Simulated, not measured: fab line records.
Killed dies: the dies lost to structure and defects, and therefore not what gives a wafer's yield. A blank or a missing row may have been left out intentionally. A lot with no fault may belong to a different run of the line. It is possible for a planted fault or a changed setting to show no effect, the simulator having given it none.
fab line records + flow sfq_line
[record]
- lots = 7
- wafers = 21
- last_day = 78
route steps=325 shown M0@32 I0@43 M1@58
lots that met no fault: taken from a fault-free run of the same line
start_h: the number of hours between the record's first day and the start of the first shown wafer of the lot + wait_h: hours from the lot's prior step to this one + " identical to the entry in the row above + L1.1+2: several wafers, shown together as one row + - no value present, or no start provided + * or withheld: withheld + < > ~ a bound
route shown NAME@n: names a module that has steps shown in the file, with the first one's number in the route + usual: mean and standard deviation over wafers with no fault + same: alike in all rows + chamber/n: place in a boat + sites: readings site by site + _std_site: their standard deviation + _edge_site: inner sites' mean taken away from outer sites' mean + radius_mm: how far each site lies from the wafer's centre + mask NAME#n: copy n + behind: the most recent tool/chamber to have shaped the wafer + hold: cause of the lot's hold/its duration in hours/its outcome + device: the transistor (n, p or np) that didn't switch + end of line: at the end of the route, the tests of the same wafers + a step given without rows: its recipe and nothing more + killed: dies lost to structure and defects at the first sort, not the wafer's yield + map: a wafer's dies, x killed, . not, _ none there
set.NAME: the run value of the setting; set.NAME@STEP: its run value at that earlier step + model.NAME: the simulator's own value behind a step, which no gauge read
lots at some steps of the route; a table a step, a row a wafer
services: the hour from which a tool's chamber was out of use, counted from the record's first day as start_h (under 0 if before that day), plus the number of hours and why
[[steps]]
[step SFQ_TRILAYER_M0_LITHO_COAT_026]
[recipe]
- resist = BARC
- spin_rpm = 3000
- resist_thk_nm = 62
[step SFQ_TRILAYER_M0_LITHO_COAT_021]
[recipe]
- resist = KrF
- spin_rpm = 3000
- resist_thk_nm = 600
[step SFQ_TRILAYER_M0_LITHO_SOFTBAKE_025]
[recipe]
- temp_c = withheld
- time_s = withheld
- resist = KrF
[step SFQ_TRILAYER_M0_LITHO_EXPOSE_022]
[recipe]
- mask_id = M0
- na = 0.6
- source_shape = conventional
- sigma_outer = 0.65
- target_cd_nm = 500
- dose_mj = 14.4
[step SFQ_TRILAYER_M0_LITHO_PEB_024]
[recipe]
- peb_temp_c = 115
- peb_time_s = 60
- resist = KrF
[step SFQ_TRILAYER_M0_LITHO_DEVELOP_023]
[recipe]
- time_s = 60
- resist = KrF
[step SFQ_M0_OVL_MEAS_906]
[usual]
- M0_OVL = 2/6.7
| lot.wafer | tool       | chamber | start_h | wait_h | M0_OVL[nm] |
|-----------|------------|---------|---------|--------|------------|
| L183.1    | overlay-01 | -       | 179.38  | 0.1    | 19         |
| L183.4    | "          | -       | "       | "      | 19         |
| L183.5    | "          | -       | "       | "      | 12         |
| L186.1    | overlay-01 | -       | 202.07  | 0.1    | -6         |
| L186.2    | "          | -       | "       | "      | 1          |
| L186.4    | "          | -       | "       | "      | 1          |
| L187.2    | overlay-02 | -       | 211.68  | 0.1    | 4          |
| L187.4    | "          | -       | "       | "      | 1          |
| L187.5    | "          | -       | "       | "      | -2         |
| L188.2    | overlay-02 | -       | 216.28  | 0.1    | 10         |
| L188.3    | "          | -       | "       | "      | 0          |
| L188.6    | "          | -       | "       | "      | 9          |
| L202.2    | overlay-01 | -       | 305.83  | 0.1    | -2         |
| L202.5    | "          | -       | "       | "      | 2          |
| L202.6    | "          | -       | "       | "      | -4         |
| L203.2    | overlay-01 | -       | 314.23  | 0.1    | -2         |
| L203.3    | "          | -       | "       | "      | 2          |
| L203.6    | "          | -       | "       | "      | 1          |
| L204.1    | overlay-01 | -       | 317.92  | 0.1    | 8          |
| L204.2    | "          | -       | "       | "      | 5          |
| L204.5    | "          | -       | "       | "      | 14         |
[step SFQ_TRILAYER_M0_BARC_OPEN_METAL_ETCH_031]
[recipe]
- mask_material = PR
- chemistry = O2
- target_depth_nm = 125
- target = BARC
- icp_w = 600
- bias_w = 80
- pressure_mtorr = 10
- time_s = 41.7
[usual]
- drypump_motor_current_A = 5.93/0.28
- oes_product_au = 0.685/0.0047
| lot.wafer | tool         | chamber | start_h | wait_h | drypump_motor_current_A | oes_product_au | rf_hours_counter_h |
|-----------|--------------|---------|---------|--------|-------------------------|----------------|--------------------|
| L183.1    | rie_metal-04 | 0       | 179.42  | 0.0    | 5.84                    | 0.683          | 19                 |
| L183.4    | "            | 1       | "       | "      | 6.09                    | 0.684          | -                  |
| L183.5    | "            | 1       | "       | "      | 6.08                    | 0.681          | -                  |
| L186.1    | rie_metal-02 | 0       | 202.11  | 0.0    | 5.55                    | 0.678          | 114                |
| L186.2    | "            | 1       | "       | "      | 5.75                    | 0.684          | 21                 |
| L186.4    | "            | 1       | "       | "      | 5.74                    | 0.687          | -                  |
| L187.2    | rie_metal-02 | 1       | 211.71  | 0.0    | 5.77                    | 0.674          | 23                 |
| L187.4    | "            | 1       | "       | "      | 5.74                    | 0.681          | -                  |
| L187.5    | "            | 1       | "       | "      | 5.73                    | 0.684          | -                  |
| L188.2    | rie_metal-01 | 1       | 216.31  | 0.0    | 6.33                    | 0.689          | 8                  |
| L188.3    | "            | 1       | "       | "      | 6.32                    | 0.690          | -                  |
| L188.6    | "            | 1       | "       | "      | 6.30                    | 0.684          | -                  |
| L202.2    | rie_metal-04 | 0       | 305.86  | 0.0    | 5.83                    | 0.683          | 38                 |
| L202.5    | "            | 0       | "       | "      | 5.82                    | 0.682          | -                  |
| L202.6    | "            | 1       | "       | "      | 6.06                    | 0.679          | -                  |
| L203.2    | rie_metal-02 | 0       | 314.26  | 0.0    | 5.58                    | 0.690          | 136                |
| L203.3    | "            | 0       | "       | "      | 5.55                    | 0.676          | -                  |
| L203.6    | "            | 1       | "       | "      | 5.80                    | 0.684          | -                  |
| L204.1    | rie_metal-02 | 1       | 317.96  | 0.0    | 5.77                    | 0.693          | 44                 |
| L204.2    | "            | 0       | "       | "      | 5.56                    | 0.681          | 137                |
| L204.5    | "            | 0       | "       | "      | 5.57                    | 0.691          | -                  |
[step SFQ_TRILAYER_M0_ETCH_METAL_ETCH_024]
[recipe]
- target = Nb
- stop_on = SiO2
- mask_material = PR
- chemistry = Cl2/Ar
- target_depth_nm = 240
- icp_w = 600
- bias_w = 80
- pressure_mtorr = 10
- time_s = 120
[usual]
- drypump_motor_current_A = 5.93/0.28
- oes_product_au = 0.898/0.0084
| lot.wafer | tool         | chamber | start_h | wait_h | drypump_motor_current_A | oes_product_au | rf_hours_counter_h |
|-----------|--------------|---------|---------|--------|-------------------------|----------------|--------------------|
| L183.1    | rie_metal-04 | 0       | 179.48  | 0.0    | 5.83                    | 0.909          | 19                 |
| L183.4    | "            | 1       | "       | "      | 6.10                    | 0.902          | -                  |
| L183.5    | "            | 1       | "       | "      | 6.10                    | 0.902          | -                  |
| L186.1    | rie_metal-02 | 0       | 202.17  | 0.0    | 5.58                    | 0.895          | 114                |
| L186.2    | "            | 1       | "       | "      | 5.76                    | 0.911          | 21                 |
| L186.4    | "            | 1       | "       | "      | 5.81                    | 0.903          | -                  |
| L187.2    | rie_metal-02 | 1       | 211.77  | 0.0    | 5.82                    | 0.894          | 23                 |
| L187.4    | "            | 1       | "       | "      | 5.80                    | 0.895          | -                  |
| L187.5    | "            | 1       | "       | "      | 5.79                    | 0.903          | -                  |
| L188.2    | rie_metal-01 | 1       | 216.37  | 0.0    | 6.33                    | 0.901          | 8                  |
| L188.3    | "            | 1       | "       | "      | 6.34                    | 0.905          | -                  |
| L188.6    | "            | 1       | "       | "      | 6.35                    | 0.898          | -                  |
| L202.2    | rie_metal-04 | 0       | 305.92  | 0.0    | 5.85                    | 0.898          | 38                 |
| L202.5    | "            | 0       | "       | "      | 5.81                    | 0.886          | -                  |
| L202.6    | "            | 1       | "       | "      | 6.07                    | 0.892          | -                  |
| L203.2    | rie_metal-02 | 0       | 314.32  | 0.0    | 5.54                    | 0.894          | 136                |
| L203.3    | "            | 0       | "       | "      | 5.58                    | 0.888          | -                  |
| L203.6    | "            | 1       | "       | "      | 5.80                    | 0.902          | -                  |
| L204.1    | rie_metal-02 | 1       | 318.02  | 0.0    | 5.77                    | 0.902          | 44                 |
| L204.2    | "            | 0       | "       | "      | 5.56                    | 0.901          | 137                |
| L204.5    | "            | 0       | "       | "      | 5.57                    | 0.885          | -                  |
[step SFQ_TRILAYER_M0_STRIP_STRIP_025]
[recipe]
- gas = O2
- power_w = 200
- platen_temp_c = 40
- overash_fraction = 0.65
- chemistry = O2
- pressure_mtorr = 50
[usual]
- drypump_motor_current_A = 5.93/0.28
- oes_product_au = 0.998/0.012
| lot.wafer | tool         | chamber | start_h | wait_h | drypump_motor_current_A | oes_product_au | rf_hours_counter_h |
|-----------|--------------|---------|---------|--------|-------------------------|----------------|--------------------|
| L183.1    | rie_metal-04 | 0       | 179.60  | 0.1    | 5.87                    | 0.982          | 19                 |
| L183.4    | "            | 1       | "       | "      | 6.06                    | 0.996          | -                  |
| L183.5    | "            | 1       | "       | "      | 6.06                    | 0.998          | -                  |
| L186.1    | rie_metal-02 | 0       | 202.30  | 0.1    | 5.55                    | 1.010          | 114                |
| L186.2    | "            | 1       | "       | "      | 5.77                    | 1.010          | 21                 |
| L186.4    | "            | 1       | "       | "      | 5.77                    | 1.016          | -                  |
| L187.2    | rie_metal-02 | 1       | 211.90  | 0.1    | 5.76                    | 1.023          | 23                 |
| L187.4    | "            | 1       | "       | "      | 5.78                    | 1.018          | -                  |
| L187.5    | "            | 1       | "       | "      | 5.78                    | 1.018          | -                  |
| L188.2    | rie_metal-01 | 1       | 216.50  | 0.1    | 6.31                    | 0.990          | 8                  |
| L188.3    | "            | 1       | "       | "      | 6.31                    | 0.990          | -                  |
| L188.6    | "            | 1       | "       | "      | 6.29                    | 0.999          | -                  |
| L202.2    | rie_metal-04 | 0       | 306.05  | 0.1    | 5.82                    | 1.005          | 38                 |
| L202.5    | "            | 0       | "       | "      | 5.83                    | 1.002          | -                  |
| L202.6    | "            | 1       | "       | "      | 6.07                    | 0.999          | -                  |
| L203.2    | rie_metal-02 | 0       | 314.45  | 0.1    | 5.60                    | 1.013          | 136                |
| L203.3    | "            | 0       | "       | "      | 5.55                    | 1.012          | -                  |
| L203.6    | "            | 1       | "       | "      | 5.76                    | 1.008          | -                  |
| L204.1    | rie_metal-02 | 1       | 318.15  | 0.1    | 5.80                    | 1.001          | 44                 |
| L204.2    | "            | 0       | "       | "      | 5.58                    | 1.011          | 137                |
| L204.5    | "            | 0       | "       | "      | 5.55                    | 1.009          | -                  |
[step SFQ_TRILAYER_M0_STRIP_SOLV_CLEAN_026]
[recipe]
- chemistry = NMP
- temp_c = 70
- time_s = 600
[step SFQ_TRILAYER_I0_DEP_PECVD_027]
[recipe]
- material = SiO2
- temp_c = 150
- time_s = 111.11
- pressure_torr = 2.4
- rf_w = 183.3
- precursor = SiH4/N2O
- target_thk_nm = 500
[step SFQ_TRILAYER_I0_CMP_CMP_028]
[recipe]
- material = SiO2
- down_force_psi = 3
- platen_rpm = 60
- pad_velocity_m_s = 0.94248
[usual]
- motor_current_A = 10.7/1
- time_to_endpoint_s = 211/8.2
| lot.wafer | tool   | chamber | start_h | wait_h | motor_current_A | time_to_endpoint_s | model.SiO2_of_TRILAYER_I0_DEP_PECVD_027.thk_nm |
|-----------|--------|---------|---------|--------|-----------------|--------------------|------------------------------------------------|
| L183.1    | cmp-02 | 2       | 187.94  | 7.5    | 9.7             | 218                | 199.4                                          |
| L183.4    | "      | 3       | "       | "      | 10.3            | 202                | 198.9                                          |
| L183.5    | "      | 2       | 189.94  | 9.5    | 9.5             | 216                | 201                                            |
| L186.2    | cmp-01 | 0       | 212.54  | 9.4    | 10.7            | 202                | 219.7                                          |
| L186.1    | "      | 2       | 213.54  | 10.4   | 11.1            | 187                | 218.6                                          |
| L186.4    | "      | 3       | "       | "      | 11.0            | 215                | 200.3                                          |
| L187.2    | cmp-01 | 3       | 221.54  | 8.8    | 10.2            | 193                | 219.4                                          |
| L187.4    | "      | 2       | 223.04  | 10.3   | 11.0            | 198                | 197.7                                          |
| L187.5    | "      | 3       | "       | "      | 10.6            | 209                | 200.1                                          |
| L188.2    | cmp-01 | 2       | 224.54  | 7.2    | 11.3            | 187                | 218.5                                          |
| L188.3    | "      | 3       | "       | "      | 11.1            | 207                | 200.4                                          |
| L188.6    | "      | 2       | 226.54  | 9.2    | 10.5            | 192                | 219.5                                          |
| L202.2    | cmp-01 | 1       | 312.54  | 5.7    | 11.6            | 205                | 200                                            |
| L202.6    | "      | 1       | 314.54  | 7.6    | 13.0            | 224                | 199.5                                          |
| L202.5    | "      | 2       | "       | "      | 11.1            | 210                | 196.6                                          |
| L203.2    | cmp-02 | 3       | 317.47  | 2.2    | 11.0            | 194                | 197.1                                          |
| L203.3    | "      | 0       | "       | "      | 9.8             | 203                | 199.5                                          |
| L203.6    | "      | 2       | 318.97  | 3.7    | 9.5             | 214                | 199.6                                          |
| L204.1    | cmp-02 | 1       | 320.97  | 2.0    | 9.1             | 210                | 200.2                                          |
| L204.2    | "      | 2       | "       | "      | 9.8             | 216                | 199.6                                          |
| L204.5    | "      | 0       | 322.47  | 3.5    | 9.4             | 209                | 200.4                                          |
[step SFQ_I0_BOW_MEAS_907]
[recipe]
- mode = bow
[usual]
- I0_BOW = 1/6.7
| lot.wafer | tool          | chamber | start_h | wait_h | I0_BOW[um] |
|-----------|---------------|---------|---------|--------|------------|
| L183.1    | film_metro-04 | -       | 190.44  | 2.0    | 8          |
| L183.4    | "             | -       | "       | "      | 5          |
| L183.5    | "             | -       | "       | "      | 1          |
| L186.1    | film_metro-01 | -       | 215.54  | 1.5    | 0          |
| L186.2    | "             | -       | "       | "      | -2         |
| L186.4    | "             | -       | "       | "      | -3         |
| L187.2    | film_metro-04 | -       | 224.56  | 2.5    | -2         |
| L187.4    | "             | -       | "       | "      | 10         |
| L187.5    | "             | -       | "       | "      | 9          |
| L188.2    | film_metro-01 | -       | 227.56  | 2.5    | 8          |
| L188.3    | "             | -       | "       | "      | 2          |
| L188.6    | "             | -       | "       | "      | 1          |
| L202.2    | film_metro-01 | -       | 315.56  | 2.5    | 7          |
| L202.5    | "             | -       | "       | "      | -3         |
| L202.6    | "             | -       | "       | "      | 5          |
| L203.2    | film_metro-03 | -       | 319.99  | 2.0    | 3          |
| L203.3    | "             | -       | "       | "      | -9         |
| L203.6    | "             | -       | "       | "      | 4          |
| L204.1    | film_metro-04 | -       | 322.97  | 1.5    | -10        |
| L204.2    | "             | -       | "       | "      | 2          |
| L204.5    | "             | -       | "       | "      | 3          |
[step SFQ_TRILAYER_I0_METRO_MEASURE_029]
[usual]
- thk_nm = 199.5/1.4
| lot.wafer | tool          | chamber | start_h | wait_h | thk_nm |
|-----------|---------------|---------|---------|--------|--------|
| L183.1    | film_metro-04 | -       | 190.56  | 0.1    | 199.4  |
| L183.4    | "             | -       | "       | "      | 199.1  |
| L183.5    | "             | -       | "       | "      | 201.0  |
| L186.1    | film_metro-01 | -       | 215.66  | 0.1    | 218.6  |
| L186.2    | "             | -       | "       | "      | 219.6  |
| L186.4    | "             | -       | "       | "      | 200.4  |
| L187.2    | film_metro-04 | -       | 224.86  | 0.3    | 219.4  |
| L187.4    | "             | -       | "       | "      | 197.6  |
| L187.5    | "             | -       | "       | "      | 200.2  |
| L188.2    | film_metro-01 | -       | 227.86  | 0.3    | 218.5  |
| L188.3    | "             | -       | "       | "      | 200.5  |
| L188.6    | "             | -       | "       | "      | 219.6  |
| L202.2    | film_metro-01 | -       | 315.86  | 0.3    | 200.0  |
| L202.5    | "             | -       | "       | "      | 196.7  |
| L202.6    | "             | -       | "       | "      | 199.5  |
| L203.2    | film_metro-03 | -       | 320.29  | 0.3    | 197.1  |
| L203.3    | "             | -       | "       | "      | 199.4  |
| L203.6    | "             | -       | "       | "      | 199.5  |
| L204.1    | film_metro-04 | -       | 323.09  | 0.1    | 200.2  |
| L204.2    | "             | -       | "       | "      | 199.7  |
| L204.5    | "             | -       | "       | "      | 200.5  |
[step SFQ_TRILAYER_I0_VIA_LITHO_COAT_036]
[recipe]
- resist = BARC
- spin_rpm = 3000
- resist_thk_nm = 62
[step SFQ_TRILAYER_I0_VIA_LITHO_COAT_031]
[recipe]
- resist = KrF
- spin_rpm = 3000
- resist_thk_nm = 650
[step SFQ_TRILAYER_I0_VIA_LITHO_SOFTBAKE_035]
[recipe]
- temp_c = withheld
- time_s = withheld
- resist = KrF
[step SFQ_TRILAYER_I0_VIA_LITHO_EXPOSE_032]
[recipe]
- mask_id = I0
- na = 0.6
- source_shape = conventional
- sigma_outer = 0.65
- target_cd_nm = 500
- dose_mj = 21.3
[step SFQ_TRILAYER_I0_VIA_LITHO_PEB_034]
[recipe]
- peb_temp_c = 115
- peb_time_s = 60
- resist = KrF
[step SFQ_TRILAYER_I0_VIA_LITHO_DEVELOP_033]
[recipe]
- time_s = 60
- resist = KrF
[step SFQ_I0_OVL_MEAS_908]
[usual]
- I0_OVL = 2/5.5
| lot.wafer | tool       | chamber | start_h | wait_h | I0_OVL[nm] |
|-----------|------------|---------|---------|--------|------------|
| L183.1    | overlay-01 | -       | 231.50  | 0.1    | -1         |
| L183.4    | "          | -       | "       | "      | 7          |
| L183.5    | "          | -       | "       | "      | -3         |
| L186.1    | overlay-02 | -       | 273.48  | 0.1    | 4          |
| L186.2    | "          | -       | "       | "      | 2          |
| L186.4    | "          | -       | "       | "      | 4          |
| L187.2    | overlay-02 | -       | 283.33  | 0.1    | -4         |
| L187.4    | "          | -       | "       | "      | -9         |
| L187.5    | "          | -       | "       | "      | 7          |
| L188.2    | overlay-01 | -       | 285.49  | 0.1    | 11         |
| L188.3    | "          | -       | "       | "      | 9          |
| L188.6    | "          | -       | "       | "      | 8          |
| L202.2    | overlay-02 | -       | 382.14  | 0.1    | -2         |
| L202.5    | "          | -       | "       | "      | 5          |
| L202.6    | "          | -       | "       | "      | -1         |
| L203.2    | overlay-01 | -       | 386.94  | 0.1    | 1          |
| L203.3    | "          | -       | "       | "      | 5          |
| L203.6    | "          | -       | "       | "      | 2          |
| L204.1    | overlay-02 | -       | 391.73  | 0.1    | -2         |
| L204.2    | "          | -       | "       | "      | 2          |
| L204.5    | "          | -       | "       | "      | -5         |
[step SFQ_TRILAYER_I0_VIA_BARC_OPEN_VIA_ETCH_046]
[recipe]
- mask_material = PR
- chemistry = O2
- target_depth_nm = 125
- target = BARC
- source_w = 500
- bias_w = 80
- pressure_mtorr = 30
- time_s = 41.7
[usual]
- drypump_motor_current_A = 5.9/0.55
- oes_product_au = 0.686/0.0045
| lot.wafer | tool        | chamber | start_h | wait_h | drypump_motor_current_A | oes_product_au | rf_hours_counter_h |
|-----------|-------------|---------|---------|--------|-------------------------|----------------|--------------------|
| L183.1    | rie_diel-03 | 3       | 231.53  | 0.0    | 4.9                     | 0.686          | 85                 |
| L183.4    | "           | 2       | "       | "      | 6.2                     | 0.689          | 111                |
| L183.5    | "           | 1       | "       | "      | 6.3                     | 0.684          | -                  |
| L186.1    | rie_diel-03 | 3       | 273.52  | 0.0    | 4.9                     | 0.687          | 86                 |
| L186.2    | "           | 2       | "       | "      | 6.3                     | 0.680          | 111                |
| L186.4    | "           | 0       | "       | "      | 6.3                     | 0.689          | 5                  |
| L187.2    | rie_diel-01 | 3       | 283.36  | 0.0    | 5.9                     | 0.691          | 48                 |
| L187.4    | "           | 1       | "       | "      | 6.0                     | 0.688          | 93                 |
| L187.5    | "           | 1       | "       | "      | 6.0                     | 0.686          | -                  |
| L188.2    | rie_diel-04 | 3       | 285.52  | 0.0    | 5.7                     | 0.684          | 0                  |
| L188.3    | "           | 2       | "       | "      | 6.7                     | 0.679          | 9                  |
| L188.6    | "           | 3       | "       | "      | 5.7                     | 0.686          | -                  |
| L202.2    | rie_diel-04 | 0       | 382.17  | 0.0    | 6.2                     | 0.683          | 8                  |
| L202.5    | "           | 1       | "       | "      | 5.7                     | 0.691          | -                  |
| L202.6    | "           | 2       | "       | "      | 6.7                     | 0.687          | -                  |
| L203.2    | rie_diel-01 | 2       | 386.97  | 0.0    | 6.3                     | 0.677          | 107                |
| L203.3    | "           | 3       | "       | "      | 6.0                     | 0.683          | 50                 |
| L203.6    | "           | 1       | "       | "      | 6.0                     | 0.686          | -                  |
| L204.1    | rie_diel-03 | 2       | 391.77  | 0.0    | 6.3                     | 0.680          | 114                |
| L204.2    | "           | 3       | "       | "      | 4.9                     | 0.686          | 88                 |
| L204.5    | "           | 0       | "       | "      | 6.3                     | 0.689          | -                  |
[step SFQ_TRILAYER_I0_VIA_ETCH_VIA_ETCH_034]
[recipe]
- target = SiO2
- stop_on = Nb
- mask_material = PR
- taper_deg = 20
- chemistry = CHF3
- target_depth_nm = 260
- source_w = 500
- bias_w = 80
- pressure_mtorr = 30
- time_s = withheld
[usual]
- drypump_motor_current_A = 5.9/0.54
- oes_product_au = 0.853/0.0057
| lot.wafer | tool        | chamber | start_h | wait_h | drypump_motor_current_A | oes_product_au | model.etch.depth_nm | model.I0.feature_depth_nm |
|-----------|-------------|---------|---------|--------|-------------------------|----------------|---------------------|---------------------------|
| L183.1    | rie_diel-03 | 3       | 231.57  | 0.0    | 4.9                     | 0.855          | 199.4               | 199.4                     |
| L183.4    | "           | 2       | "       | "      | 6.3                     | 0.851          | 198.9               | 198.9                     |
| L183.5    | "           | 1       | "       | "      | 6.4                     | 0.857          | 201                 | 201                       |
| L186.1    | rie_diel-03 | 3       | 273.56  | 0.0    | 4.9                     | 0.893          | 218.6               | 218.6                     |
| L186.2    | "           | 2       | "       | "      | 6.2                     | 0.898          | 219.7               | 219.7                     |
| L186.4    | "           | 0       | "       | "      | 6.3                     | 0.861          | 200.3               | 200.3                     |
| L187.2    | rie_diel-01 | 3       | 283.40  | 0.0    | 5.9                     | 0.903          | 219.4               | 219.4                     |
| L187.4    | "           | 1       | "       | "      | 6.0                     | 0.841          | 197.7               | 197.7                     |
| L187.5    | "           | 1       | "       | "      | 5.9                     | 0.857          | 200.1               | 200.1                     |
| L188.2    | rie_diel-04 | 3       | 285.56  | 0.0    | 5.7                     | 0.898          | 218.5               | 218.5                     |
| L188.3    | "           | 2       | "       | "      | 6.7                     | 0.861          | 200.4               | 200.4                     |
| L188.6    | "           | 3       | "       | "      | 5.7                     | 0.903          | 219.5               | 219.5                     |
| L202.2    | rie_diel-04 | 0       | 382.21  | 0.0    | 6.2                     | 0.859          | 200                 | 200                       |
| L202.5    | "           | 1       | "       | "      | 5.7                     | 0.850          | 196.6               | 196.6                     |
| L202.6    | "           | 2       | "       | "      | 6.7                     | 0.856          | 199.5               | 199.5                     |
| L203.2    | rie_diel-01 | 2       | 387.01  | 0.0    | 6.3                     | 0.850          | 197.1               | 197.1                     |
| L203.3    | "           | 3       | "       | "      | 5.9                     | 0.857          | 199.5               | 199.5                     |
| L203.6    | "           | 1       | "       | "      | 6.0                     | 0.856          | 199.6               | 199.6                     |
| L204.1    | rie_diel-03 | 2       | 391.81  | 0.0    | 6.3                     | 0.853          | 200.2               | 200.2                     |
| L204.2    | "           | 3       | "       | "      | 4.9                     | 0.847          | 199.6               | 199.6                     |
| L204.5    | "           | 0       | "       | "      | 6.2                     | 0.853          | 200.4               | 200.4                     |
[step SFQ_TRILAYER_I0_VIA_STRIP_STRIP_035]
[recipe]
- gas = O2
- power_w = 200
- platen_temp_c = 40
- overash_fraction = 0.65
- chemistry = O2
- pressure_mtorr = 50
[step SFQ_TRILAYER_I0_VIA_STRIP_SOLV_CLEAN_036]
[recipe]
- chemistry = NMP
- temp_c = 70
- time_s = 600
[step SFQ_TRILAYER_M1_DEP_PRE_CLEAN_038]
[recipe]
- gas = Ar
- time_s = 22.5
- bias_v = 250
| lot.wafer | tool           | chamber | start_h | wait_h | model.SiO2_of_TRILAYER_I0_DEP_PECVD_027.thk_nm |
|-----------|----------------|---------|---------|--------|------------------------------------------------|
| L183.1    | pvd_sputter-03 | -       | 232.46  | 0.0    | 191.9                                          |
| L183.4    | "              | -       | "       | "      | 191.4                                          |
| L183.5    | "              | -       | "       | "      | 193.5                                          |
| L186.1    | pvd_sputter-03 | -       | 274.44  | 0.0    | 211.1                                          |
| L186.2    | "              | -       | "       | "      | 212.2                                          |
| L186.4    | "              | -       | "       | "      | 192.8                                          |
| L187.2    | pvd_sputter-05 | -       | 284.89  | 0.0    | 211.9                                          |
| L187.4    | "              | -       | "       | "      | 190.2                                          |
| L187.5    | "              | -       | "       | "      | 192.6                                          |
| L188.2    | pvd_sputter-03 | -       | 287.04  | 0.0    | 211                                            |
| L188.3    | "              | -       | "       | "      | 192.9                                          |
| L188.6    | "              | -       | "       | "      | 212                                            |
| L202.2    | pvd_sputter-06 | -       | 383.09  | 0.0    | 192.5                                          |
| L202.5    | "              | -       | "       | "      | 189.1                                          |
| L202.6    | "              | -       | "       | "      | 192                                            |
| L203.2    | pvd_sputter-03 | -       | 387.89  | 0.0    | 189.6                                          |
| L203.3    | "              | -       | "       | "      | 192                                            |
| L203.6    | "              | -       | "       | "      | 192.1                                          |
| L204.1    | pvd_sputter-03 | -       | 392.69  | 0.0    | 192.6                                          |
| L204.2    | "              | -       | "       | "      | 192.1                                          |
| L204.5    | "              | -       | "       | "      | 192.9                                          |
[step SFQ_TRILAYER_M1_DEP_SPUTTER_037]
[recipe]
- material = Nb
- base_pressure_pa = 1.33e-06
- chamber_pressure_pa = 0.1333
- substrate_temp_c = 20
- resputter_cathode_voltage_v = 400
- target_thk_nm = 200
- power_w = 2000
- time_s = 133.3
[usual]
- chamber_pressure_pa = 0.13331/0.00028
- substrate_temp_c = 20.01/0.11
- throttle_valve_pct = 29.9/0.74
| lot.wafer | tool           | chamber | start_h | wait_h | chamber_pressure_pa | substrate_temp_c | throttle_valve_pct |
|-----------|----------------|---------|---------|--------|---------------------|------------------|--------------------|
| L183.1    | pvd_sputter-03 | -       | 232.49  | 0.0    | 0.13334             | 19.94            | 31.0               |
| L183.4    | "              | -       | "       | "      | 0.13362             | 20.14            | 29.7               |
| L183.5    | "              | -       | "       | "      | 0.13373             | 19.95            | 31.3               |
| L186.1    | pvd_sputter-03 | -       | 274.47  | 0.0    | 0.13335             | 19.85            | 29.7               |
| L186.2    | "              | -       | "       | "      | 0.13305             | 20.04            | 31.0               |
| L186.4    | "              | -       | "       | "      | 0.13328             | 20.01            | 30.9               |
| L187.2    | pvd_sputter-05 | -       | 284.92  | 0.0    | 0.13349             | 20.08            | 29.5               |
| L187.4    | "              | -       | "       | "      | 0.13363             | 19.95            | 30.2               |
| L187.5    | "              | -       | "       | "      | 0.13286             | 20.00            | 30.3               |
| L188.2    | pvd_sputter-03 | -       | 287.07  | 0.0    | 0.13325             | 19.97            | 29.8               |
| L188.3    | "              | -       | "       | "      | 0.13363             | 20.11            | 31.3               |
| L188.6    | "              | -       | "       | "      | 0.13266             | 19.94            | 30.9               |
| L202.2    | pvd_sputter-06 | -       | 383.12  | 0.0    | 0.13316             | 19.93            | 29.6               |
| L202.5    | "              | -       | "       | "      | 0.13367             | 20.00            | 29.7               |
| L202.6    | "              | -       | "       | "      | 0.13292             | 20.05            | 29.3               |
| L203.2    | pvd_sputter-03 | -       | 387.92  | 0.0    | 0.13291             | 19.93            | 29.6               |
| L203.3    | "              | -       | "       | "      | 0.13338             | 20.04            | 29.8               |
| L203.6    | "              | -       | "       | "      | 0.13324             | 20.09            | 31.0               |
| L204.1    | pvd_sputter-03 | -       | 392.72  | 0.0    | 0.13368             | 20.03            | 30.9               |
| L204.2    | "              | -       | "       | "      | 0.13333             | 19.99            | 30.8               |
| L204.5    | "              | -       | "       | "      | 0.13376             | 20.02            | 31.3               |
[[services]]
| tool           | chamber | start_h | hours | kind   |
|----------------|---------|---------|-------|--------|
| rie_diel-03    | 2       | 156.35  | 3.6   | repair |
| rie_diel-04    | -       | 172.84  | 0.5   | repair |
| cmp-01         | -       | 176.22  | 8.9   | pm     |
| rie_metal-04   | -       | 183.36  | 0.2   | repair |
| film_metro-04  | -       | 184.68  | 0.6   | pm     |
| cmp-01         | -       | 184.74  | 6.8   | repair |
| cmp-02         | -       | 190.85  | 1.8   | repair |
| film_metro-01  | -       | 210.91  | 1.0   | pm     |
| rie_diel-04    | 2       | 216.47  | 1.9   | repair |
| film_metro-04  | -       | 216.73  | 3.3   | repair |
| pvd_sputter-03 | -       | 216.75  | 15.1  | repair |
| rie_metal-04   | -       | 225.93  | 14.6  | pm     |
| rie_diel-01    | -       | 235.07  | 2.0   | repair |
| cmp-01         | -       | 235.18  | 0.5   | repair |
| cmp-01         | -       | 236.54  | 4.0   | pm     |
| rie_metal-04   | -       | 250.74  | 4.3   | pm     |
| rie_metal-04   | -       | 257.96  | 6.2   | repair |
| cmp-01         | -       | 269.24  | 0.3   | repair |
| rie_diel-01    | 1       | 290.69  | 1.5   | repair |
| cmp-01         | -       | 305.64  | 0.8   | repair |
| rie_metal-04   | -       | 311.05  | 6.7   | repair |
| cmp-01         | -       | 330.94  | 10.2  | pm     |
| rie_metal-02   | -       | 384.48  | 4.3   | pm     |
| cmp-01         | -       | 392.29  | 2.0   | repair |
[[key]]
[first_sign]
- step = SFQ_TRILAYER_I0_CMP_CMP_028
- reading = time_to_endpoint_s
- direction = down
- sigmas = 2.3
- usual = *
- struck = *
[effect]
- step = SFQ_TRILAYER_I0_METRO_MEASURE_029
- reading = thk_nm
- direction = up
- sigmas = 14
- usual = 199.5
- struck = 219.1
[effect]
- step = SFQ_TRILAYER_I0_VIA_ETCH_VIA_ETCH_034
- reading = oes_product_au
- direction = up
- sigmas = 8.1
- usual = 0.853
- struck = 0.899
[model_effect]
- step = SFQ_TRILAYER_I0_CMP_CMP_028
- value = SiO2_of_TRILAYER_I0_DEP_PECVD_027.thk_nm
- without = 199.1
- struck = 219.1
[model_effect]
- step = SFQ_TRILAYER_I0_VIA_ETCH_VIA_ETCH_034
- value = etch.depth_nm
- without = 199.1
- struck = 219.1
[model_effect]
- step = SFQ_TRILAYER_M1_DEP_PRE_CLEAN_038
- value = SiO2_of_TRILAYER_I0_DEP_PECVD_027.thk_nm
- without = 191.6
- struck = 211.6
met_at SFQ_TRILAYER_I0_CMP_CMP_028
struck_wafers L186.1,L186.2,L187.2,L188.2,L188.6
[fault]
- kind = process_parameter_drift
- tool = cmp-01
- chamber = -
- onset_h = 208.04
- steps = SFQ_TRILAYER_I0_CMP_CMP_028
- channel = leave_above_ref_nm
- offset = 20
- shape = step
- end_h = 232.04
- scope = struck_wafers_only
- acts_in = these_recipes_only
- stated = 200
